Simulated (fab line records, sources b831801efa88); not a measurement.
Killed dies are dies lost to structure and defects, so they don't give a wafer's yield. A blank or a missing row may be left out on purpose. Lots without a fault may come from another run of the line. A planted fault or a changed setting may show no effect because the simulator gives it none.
Which tool did it? | flow gf180mcu | 6 lots, 18 wafers sampled, at 3 steps of a route of 602

WHAT THE GAUGES READ, wafer by wafer
GF_VT_IMPLANT_TW_MEAS_43.
lot  | measured     | on            | VT_IMPLANT_4_TW
L272 | day 8 10:19  | film_metro-01 | 699 700 700
L275 | day 9 02:43  | film_metro-02 | 700 699 705
L279 | day 10 07:58 | film_metro-03 | 673 677 678
L282 | day 11 00:49 | film_metro-02 | 685 682 681
L288 | day 13 11:19 | film_metro-01 | 704 698 699
L291 | day 14 04:06 | film_metro-03 | 695 699 698

WHICH TOOL RAN EACH LOT (tool, then ch and the chambers of the sampled wafers, then the start)
lot  | GF_MVSD_STRIP_10                     | GF_VT_IMPLANT_IMPLANT_41
L272 | plasma_asher-01 ch 0,1, day 5 06:34  | implanter-02 ch 0, day 8 10:02
L275 | plasma_asher-02 ch 0,1, day 5 19:34  | implanter-04 ch 0, day 9 02:28
L279 | plasma_asher-02 ch 0,1, day 6 21:40  | implanter-03 ch 0, day 10 07:43
L282 | plasma_asher-03 ch 0,1, day 7 11:52  | implanter-03 ch 0, day 11 00:34
L288 | plasma_asher-03 ch 1, day 9 04:25    | implanter-03 ch 0, day 13 11:04
L291 | plasma_asher-03 ch 0,1, day 10 03:57 | implanter-02 ch 0, day 14 03:51
- GF_MVSD_STRIP_10: strips in O2/N2.
- GF_VT_IMPLANT_IMPLANT_41

THE ANSWER, worked out from the rows above alone
Rule: what is usual is taken from the lots themselves. Put in order of their means at a reading, lots are off if they are a third of the lots or fewer, leave a main group of 4 or more, and stand apart from it by a gap of 3 or more times the standard deviation of the main group's means; of several such gaps the widest counts. A main group whose means are all the same, to the digits that the tables above print for the reading, isn't used. A lot without any number at a reading at which 4 lots or more have one is off too. The other lots that the step has rows for count as sound.
Off: L279, L282, at GF_VT_IMPLANT_TW_MEAS_43 (VT_IMPLANT_4_TW). The main group: mean 700, standard deviation 1.5.
A tool fits if, at a process step before that reading, it ran every lot that is off, and no sound lot after the first of them. The gauges at GF_VT_IMPLANT_TW_MEAS_43 are tried like those tools. None of those tried fits.

WHAT THE SIMULATOR HAD PUT IN
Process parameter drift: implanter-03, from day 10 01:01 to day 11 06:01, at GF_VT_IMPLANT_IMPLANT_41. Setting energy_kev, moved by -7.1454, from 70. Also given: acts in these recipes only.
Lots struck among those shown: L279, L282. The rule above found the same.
